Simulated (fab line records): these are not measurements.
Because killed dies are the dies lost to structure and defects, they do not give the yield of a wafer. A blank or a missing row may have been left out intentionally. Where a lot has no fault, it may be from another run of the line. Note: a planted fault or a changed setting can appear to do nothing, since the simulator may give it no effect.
fab line records    flow sky130
record lots=6  wafers=18  last_day=49
route steps=708 shown SONOS_ONO@171 PAD_OPEN@708
lots with no fault: from the same line, run without faults
start_h: hours from the record's first day to the start of the lot's first wafer shown    wait_h: time in hours since the lot's previous step    " same as the row above    L1.1+2: a single row standing in for several wafers    - no value, or no start given    * or withheld: withheld    < > ~ a bound
route shown NAME@n: a module of which the file shows steps, and the number in the route of the first    usual: mean/standard deviation of fault-free wafers    same: alike in all rows    chamber/n: place in a boat    sites: each site's reading    _std_site: how widely they spread, as a standard deviation    _edge_site: mean of outer sites minus mean of inner sites    radius_mm: how far each site lies from the wafer's centre    mask NAME#n: copy n    behind: the tool/chamber that last shaped the wafer    hold: cause of the lot's hold/its duration in hours/its outcome    device: the n, p or np transistor that did not switch    end of line: the same wafers' tests at the end of the route    a step given without rows: its recipe and nothing more    killed: the dies lost at the first sort to structure and to defects; this is not the yield of the wafer    map: a wafer's dies, marking killed ones x, the rest . and places with no die _
set.NAME: the setting that was run; set.NAME@STEP: the one run at that earlier step    model.NAME: the simulator's own value behind a step, which no gauge read
a table for each step, a row for each wafer; lots at some steps of the route
services: a tool's chamber out of use, with start hour (start_h, from the record's first day; less than 0 if before it), hours out, and reason
## steps
# step SKY_SONOS_ONO_THK_MEAS_03
# recipe reads=Si3N4_of_SONOS_ONO_CVD_02
# usual SONOS_ONO_CVD_02_THK=10.53/0.13
lot.wafer  tool           chamber  start_h  wait_h  SONOS_ONO_CVD_02_THK[nm]
L665.2     film_metro-04  -        250.90   0.0     10.70
L665.3     "              -        "        "       10.69
L665.5     "              -        "        "       10.71
L667.3     film_metro-01  -        266.03   0.0     10.90
L667.4     "              -        "        "       10.74
L667.6     "              -        "        "       10.84
L673.1     film_metro-04  -        316.11   0.0     10.46
L673.4     "              -        "        "       10.51
L673.5     "              -        "        "       10.59
L674.1     film_metro-04  -        326.40   0.0     10.63
L674.4     "              -        "        "       10.73
L674.5     "              -        "        "       10.66
L679.3     film_metro-04  -        383.43   0.0     10.48
L679.4     "              -        "        "       10.37
L679.5     "              -        "        "       10.42
L683.1     film_metro-03  -        407.15   0.0     10.34
L683.3     "              -        "        "       10.37
L683.5     "              -        "        "       10.33
# step SKY_SONOS_ONO_CVD_04
# recipe material=SiO2  precursor=SiH4/N2O  target_thk_nm=5.7199  temp_c=900  pressure_mtorr=400
# step SKY_SONOS_ONO_THK_MEAS_05
# recipe reads=SiO2_of_SONOS_ONO_CVD_04
# usual SONOS_ONO_CVD_04_THK=5.73/0.08
lot.wafer  tool           chamber  start_h  wait_h  SONOS_ONO_CVD_04_THK[nm]
L665.2     film_metro-04  -        252.21   0.0     5.75
L665.3     "              -        "        "       5.76
L665.5     "              -        "        "       5.80
L667.3     film_metro-04  -        267.96   0.0     5.76
L667.4     "              -        "        "       5.77
L667.6     "              -        "        "       5.79
L673.1     film_metro-01  -        318.04   0.0     5.65
L673.4     "              -        "        "       5.69
L673.5     "              -        "        "       5.67
L674.1     film_metro-01  -        327.71   0.0     5.62
L674.4     "              -        "        "       5.62
L674.5     "              -        "        "       5.68
L679.3     film_metro-03  -        384.74   0.0     5.86
L679.4     "              -        "        "       5.80
L679.5     "              -        "        "       5.90
L683.1     film_metro-01  -        408.46   0.0     5.78
L683.3     "              -        "        "       5.67
L683.5     "              -        "        "       5.62
# step SKY_SONOS_ONO_DEHYDRATE_06
# recipe temp_c=200  time_s=60
# step SKY_SONOS_ONO_HMDS_07
# recipe prime_time_s=60  prime_temp_c=120
# step SKY_SONOS_ONO_COAT_08
# recipe resist=NOVOLAK  spin_rpm=3000  resist_thk_nm=1140
# step SKY_SONOS_ONO_SOFTBAKE_09
# recipe temp_c=90  time_s=60  resist=NOVOLAK
# step SKY_SONOS_ONO_EXPOSE_10
# recipe mask_id=ONOM  target_cd_nm=410  na=0.6  source_shape=conventional  sigma_outer=0.6  dose_mj=150
# step SKY_SONOS_ONO_PEB_11
# recipe temp_c=withheld  time_s=*  resist=NOVOLAK
# step SKY_SONOS_ONO_DEVELOP_12
# recipe develop_time_s=60  dev_temp_c=23
# step SKY_SONOS_ONO_CD_MEAS_13
# recipe target_cd_nm=410
# usual cd_nm=409.9/2.3
lot.wafer  tool       chamber  start_h  wait_h  cd_nm
L665.2     cd_sem-02  -        276.72   0.1     412.5
L665.3     "          -        "        "       410.4
L665.5     "          -        "        "       412.9
L667.3     cd_sem-01  -        292.49   0.1     410.5
L667.4     "          -        "        "       411.4
L667.6     "          -        "        "       408.9
L673.1     cd_sem-01  -        344.60   0.1     407.9
L673.4     "          -        "        "       408.3
L673.5     "          -        "        "       408.5
L674.1     cd_sem-02  -        354.22   0.1     408.3
L674.4     "          -        "        "       407.8
L674.5     "          -        "        "       409.6
L679.3     cd_sem-02  -        413.31   0.1     412.4
L679.4     "          -        "        "       409.0
L679.5     "          -        "        "       410.1
L683.1     cd_sem-01  -        438.60   0.1     408.4
L683.3     "          -        "        "       409.7
L683.5     "          -        "        "       409.4
# step SKY_SONOS_ONO_OVL_MEAS_14
# usual SONOS_ONO_OVL=-0.3/1.3
lot.wafer  tool        chamber  start_h  wait_h  SONOS_ONO_OVL[nm]
L665.2     overlay-02  -        276.83   0.1     1.2
L665.3     "           -        "        "       -1.2
L665.5     "           -        "        "       -1.4
L667.3     overlay-01  -        292.59   0.1     -0.1
L667.4     "           -        "        "       -2.7
L667.6     "           -        "        "       -1.0
L673.1     overlay-01  -        344.72   0.1     -1.0
L673.4     "           -        "        "       0.6
L673.5     "           -        "        "       -1.2
L674.1     overlay-02  -        354.34   0.1     1.1
L674.4     "           -        "        "       -0.9
L674.5     "           -        "        "       0.2
L679.3     overlay-02  -        413.40   0.1     -0.5
L679.4     "           -        "        "       0.3
L679.5     "           -        "        "       -2.0
L683.1     overlay-02  -        438.72   0.1     -0.8
L683.3     "           -        "        "       1.1
L683.5     "           -        "        "       2.2
# step SKY_SONOS_ONO_ETCH_15
# recipe target_depth_nm=19.52  chemistry=CHF3/O2  source_w=600  bias_w=200  pressure_mtorr=40  chf3_flow_sccm=50  O2_flow_sccm=5  time_s=7.8
# usual drypump_motor_current_A=5.64/0.28  oes_product_au=1.003/0.0087  throttle_valve_pct=8.827/0.011
lot.wafer  tool         chamber  start_h  wait_h  drypump_motor_current_A  oes_product_au  rf_hours_counter_h  throttle_valve_pct  model.etch.depth_nm  model.SONOS_ONO.feature_depth_nm  model.SiO2_of_NWELL_OXIDATION_01.thk_nm
L665.2     rie_diel-01  2        276.86   0.0     5.65                     0.992           61                  8.841               19.67                19.67                             5.581
L665.3     "            0        "        "       5.99                     1.005           20                  8.825               19.74                19.74                             5.568
L665.5     "            1        "        "       5.72                     0.990           -                   8.844               19.45                19.45                             5.784
L667.3     rie_diel-01  2        292.61   0.0     5.66                     1.018           61                  8.838               20.09                20.09                             5.591
L667.4     "            1        "        "       5.75                     0.996           15                  8.846               19.51                19.51                             5.566
L667.6     "            2        "        "       5.66                     1.011           -                   8.826               19.98                19.98                             5.284
L673.1     rie_diel-04  3        344.76   0.0     5.37                     0.991           25                  8.812               19.37                19.37                             5.745
L673.4     "            2        "        "       5.11                     1.007           0                   8.825               19.87                19.87                             5.868
L673.5     "            1        "        "       6.15                     0.994           -                   8.847               19.3                 19.3                              5.712
L674.1     rie_diel-03  0        354.38   0.0     5.73                     1.010           1                   8.809               19.59                19.6                              5.4
L674.4     "            3        "        "       5.50                     1.004           12                  8.840               19.58                19.58                             5.234
L674.5     "            3        "        "       5.54                     1.005           -                   8.829               19.4                 19.4                              5.523
L679.3     rie_diel-03  0        413.43   0.0     5.75                     1.001           2                   8.822               21.55                21.55                             5.526
L679.4     "            0        "        "       5.74                     0.992           -                   8.803               21.43                21.43                             5.438
L679.5     "            1        "        "       5.37                     0.993           -                   8.820               19.41                19.41                             5.684
L683.1     rie_diel-03  2        438.76   0.0     5.50                     0.999           0                   8.821               19.66                19.66                             5.383
L683.3     "            3        "        "       5.55                     0.998           14                  8.816               19.5                 19.5                              5.262
L683.5     "            0        "        "       5.75                     0.998           -                   8.843               21.55                21.55                             5.146
# step SKY_SONOS_ONO_WET_ETCH_16
# recipe chemistry=dHF  target_depth_nm=14  dry=n2_spin  target=SiO2  dilution=100:1  temp_c=25  time_s=280
# step SKY_PAD_OPEN_PROBE_99
# usual killed_at_M0_to_M3=42/6.4  killed_at_M4_up=3.0/2  killed_at_contacts=24/5.2  killed_at_front_end=14/4.2  killed_at_other=0.4/0.72  killed_dies=84/9  killed_open=46/6.6  killed_short=38/6
# same gross_dies=492  killed_at_back_side=0
lot.wafer  tool       chamber  start_h  wait_h  killed_at_M0_to_M3  killed_at_M4_up  killed_at_contacts  killed_at_front_end  killed_at_other  killed_dies  killed_open  killed_short
L665.2     prober-01  -        1072.33  0.1     37                  5                18                  14                   0                74           37           36
L665.3     prober-01  -        1072.38  0.2     50                  4                27                  10                   0                91           46           45
L665.5     prober-01  -        1072.48  0.2     40                  4                27                  16                   0                87           47           40
L667.3     prober-01  -        1089.98  0.2     46                  10               25                  17                   0                98           55           43
L667.4     prober-01  -        1090.03  0.2     41                  6                21                  20                   0                88           44           44
L667.6     prober-01  -        1090.13  0.2     48                  4                23                  16                   1                92           47           45
L674.1     prober-02  -        1130.46  0.1     54                  5                16                  13                   0                88           45           42
L674.4     prober-02  -        1130.61  0.2     37                  0                21                  11                   1                70           37           33
L674.5     prober-02  -        1130.66  0.2     38                  4                22                  16                   0                80           45           35
L679.3     prober-02  -        1164.94  0.2     41                  3                29                  16                   1                90           52           37
L679.4     prober-02  -        1164.99  0.2     35                  7                26                  13                   0                81           42           39
L679.5     prober-02  -        1165.04  0.2     49                  4                24                  13                   0                90           51           39
# killed by level:class
L665.2 VIA3:geometric_particle:open=8 FIELD_ISO:geometric_particle:open=6 LOCAL_INTERCONNECT:geometric_particle:short=5 CONTACT:geometric_particle:open=5 VIA1:geometric_particle:short=5 VIA1:geometric_particle:open=5 LI_CONTACT:geometric_particle:open=4 METAL1:geometric_particle:short=4
L665.3 CONTACT:geometric_particle:open=14 METAL2:geometric_particle:short=7 VIA1:geometric_particle:short=7 VIA2:geometric_particle:open=7 VIA3:geometric_particle:open=7 CONTACT:geometric_particle:short=6 METAL1:geometric_particle:short=5 LI_CONTACT:geometric_particle:open=4
L665.5 VIA1:geometric_particle:open=10 CONTACT:geometric_particle:open=9 LI_CONTACT:geometric_particle:open=7 CONTACT:geometric_particle:short=7 METAL1:geometric_particle:short=5 METAL2:geometric_particle:short=5 FIELD_ISO:geometric_particle:open=4 VIA2:geometric_particle:short=4
L667.3 VIA1:geometric_particle:open=14 CONTACT:geometric_particle:open=8 VIA3:geometric_particle:open=7 VIA2:geometric_particle:open=7 METAL4:geometric_particle:short=7 LI_CONTACT:geometric_particle:open=6 FIELD_ISO:geometric_particle:short=5 CONTACT:geometric_particle:short=4
L667.4 VIA1:geometric_particle:open=10 CONTACT:geometric_particle:open=8 POLY_GATE:geometric_particle:short=7 CONTACT:geometric_particle:short=7 VIA1:geometric_particle:short=6 METAL2:geometric_particle:short=6 VIA3:geometric_particle:open=5 VIA2:geometric_particle:open=5
L667.6 METAL2:geometric_particle:short=10 VIA1:geometric_particle:open=9 CONTACT:geometric_particle:open=7 VIA3:geometric_particle:open=7 LI_CONTACT:geometric_particle:open=6 CONTACT:geometric_particle:short=6 POLY_GATE:geometric_particle:short=5 VIA1:geometric_particle:short=5
L674.1 VIA1:geometric_particle:open=13 METAL1:geometric_particle:short=10 VIA2:geometric_particle:open=8 CONTACT:geometric_particle:open=8 METAL2:geometric_particle:short=5 VIA3:geometric_particle:open=5 POLY_GATE:geometric_particle:short=4 CONTACT:geometric_particle:short=4
L674.4 LOCAL_INTERCONNECT:geometric_particle:short=9 VIA2:geometric_particle:open=9 VIA1:geometric_particle:open=7 LI_CONTACT:geometric_particle:open=6 VIA3:geometric_particle:open=6 POLY_GATE:geometric_particle:short=5 METAL1:geometric_particle:short=5 METAL2:geometric_particle:short=4
L674.5 CONTACT:geometric_particle:open=9 VIA1:geometric_particle:open=8 CONTACT:geometric_particle:short=5 VIA3:geometric_particle:open=5 FIELD_ISO:geometric_particle:short=4 POLY_GATE:geometric_particle:open=4 LOCAL_INTERCONNECT:geometric_particle:short=4 METAL1:geometric_particle:short=4
L679.3 VIA1:geometric_particle:open=11 LI_CONTACT:geometric_particle:open=8 CONTACT:geometric_particle:open=7 VIA2:geometric_particle:short=7 VIA2:geometric_particle:open=7 VIA3:geometric_particle:open=6 LOCAL_INTERCONNECT:geometric_particle:short=5 CONTACT:geometric_particle:short=5
L679.4 METAL1:geometric_particle:short=7 LI_CONTACT:geometric_particle:open=7 VIA1:geometric_particle:open=7 CONTACT:geometric_particle:short=7 CONTACT:geometric_particle:open=7 VIA2:geometric_particle:open=5 METAL4:geometric_particle:short=5 FIELD_ISO:geometric_particle:open=4
L679.5 VIA2:geometric_particle:open=10 CONTACT:geometric_particle:open=8 VIA1:geometric_particle:open=8 FIELD_ISO:geometric_particle:open=6 LI_CONTACT:geometric_particle:open=6 METAL1:geometric_particle:short=6 LOCAL_INTERCONNECT:geometric_particle:short=5 METAL2:geometric_particle:short=5
## services
tool         chamber  start_h  hours  kind
rie_diel-03  2        256.00   3.8    repair
rie_diel-03  0        276.35   -      clean
rie_diel-03  0        276.35   20.4   scheduled_down
rie_diel-03  0        276.35   20.4   vent_cycle
rie_diel-01  2        277.67   9.2    repair
rie_diel-04  -        278.99   14.6   pm
rie_diel-04  2        305.49   -      clean
rie_diel-04  2        305.49   15.1   scheduled_down
rie_diel-04  2        305.49   15.1   vent_cycle
rie_diel-04  1        307.86   6.2    repair
rie_diel-01  -        309.83   15.6   pm
rie_diel-04  1        357.53   -      clean
rie_diel-04  1        357.53   21.4   scheduled_down
rie_diel-04  1        357.53   21.4   vent_cycle
rie_diel-01  1        400.11   3.3    repair
rie_diel-03  2        403.02   -      clean
rie_diel-03  2        403.02   23.5   scheduled_down
rie_diel-03  2        403.02   23.5   vent_cycle
rie_diel-01  2        409.51   5.7    repair
rie_diel-01  -        427.29   0.4    repair
rie_diel-01  2        427.60   2.3    repair
## key
first_sign none at tools or gauges
model_effect step=SKY_SONOS_ONO_ETCH_15  value=etch.depth_nm  without=19.38  struck=21.51
met_at SKY_SONOS_ONO_ETCH_15
struck_wafers L679.3,L679.4,L683.5
tester_left_out L679,L683
onset_between 354.38 413.43
fault kind=process_parameter_drift  tool=rie_diel-03  chamber=0  onset_h=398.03  steps=SKY_SONOS_ONO_ETCH_15  channel=time_s  offset=*  shape=step  end_h=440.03  acts_in=*  stated=*
# tester_left_out: of these lots the tester's yield and bins aren't shown, on N5 and GAA mostly nor the transistor test; their killed dies are dies lost to structure and defects alone, not to doping, threshold or leakage, so they don't give the yield
